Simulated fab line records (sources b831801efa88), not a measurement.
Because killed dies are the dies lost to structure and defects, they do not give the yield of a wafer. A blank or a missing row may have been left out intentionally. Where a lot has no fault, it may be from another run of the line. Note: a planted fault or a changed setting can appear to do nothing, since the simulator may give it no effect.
One fault through the eyes of 2 desks	flow sky130	each desk has only its own numbers; what lay behind them comes last

AT THE TOOL OWNER'S DESK: implanter-02
For each lot that ran on this tool, the mean over its sampled wafers that have a number, from the tool's own readings at SKY_LDD_LDN_IMPLANT_09. Any lot whose mean is over 4 standard deviations away from the usual mean is out of limits and marked OUT; that distance is given in the brackets.
Columns: A = dose ions cm2 at SKY_LDD_LDN_IMPLANT_09, usual 1.25e+13; B = end station pressure torr at SKY_LDD_LDN_IMPLANT_09, usual 5.05e-06 Torr; C = faraday current uA at SKY_LDD_LDN_IMPLANT_09, usual 70.3
lot	first seen here	A	B	C
L850	day 25 09:33	1.25e+13	4.96e-06	70.0
L863	day 29 09:32	1.79e+13 (+99 or more) OUT	4.95e-06	101.1 (+22) OUT
L865	day 30 02:31	1.79e+13 (+99 or more) OUT	5.00e-06	98.2 (+20) OUT
This desk finds L863, L865 out of limits, L863 being first, at day 29 09:32 (dose ions cm2 at SKY_LDD_LDN_IMPLANT_09). Within limits: L850.

FROM THE METROLOGY DESK
Lot by lot, what the gauges showed, no matter which tool ran the lot: averages of those sampled wafers that carry a number. Any lot whose mean is over 4 standard deviations away from the usual mean is out of limits and marked OUT; that distance is given in the brackets.
Columns: A = LDD_HVP_TW at SKY_LDD_HVP_TW_MEAS_10, usual 452.3; B = LDD_LDN_OVL at SKY_LDD_LDN_OVL_MEAS_07, usual -1.0 nm
lot	first seen here	A	B
L849	day 23 15:44	448.4	-0.5
L850	day 24 04:32	454.0	-0.4
L851	day 24 05:06	454.9	-0.8
L863	day 28 05:10	459.7	-1.5
L865	day 28 21:22	450.3	-3.0
L867	day 29 06:29	452.4	-1.2
This desk's finding: nothing out of limits on any of the 6 lots.

ALL TOGETHER
An alarm could have come from the tool owner's desk at day 29 09:32, on L863, L865.
Nothing out of limits was seen by the metrology desk.
The metrology desk holds a record of L863, L865, inside its limits.
SKY_LDD_LDN_IMPLANT_09 was run on implanter-02 by each of the lots named.

WHAT THE SIMULATOR PUT IN
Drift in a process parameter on implanter-02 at SKY_LDD_LDN_IMPLANT_09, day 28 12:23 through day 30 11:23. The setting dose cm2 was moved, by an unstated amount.
Shown lots that were struck: L863, L865.
Delay in hours, fault start to first out-of-limits reading, by desk: the tool owner's desk at 21.
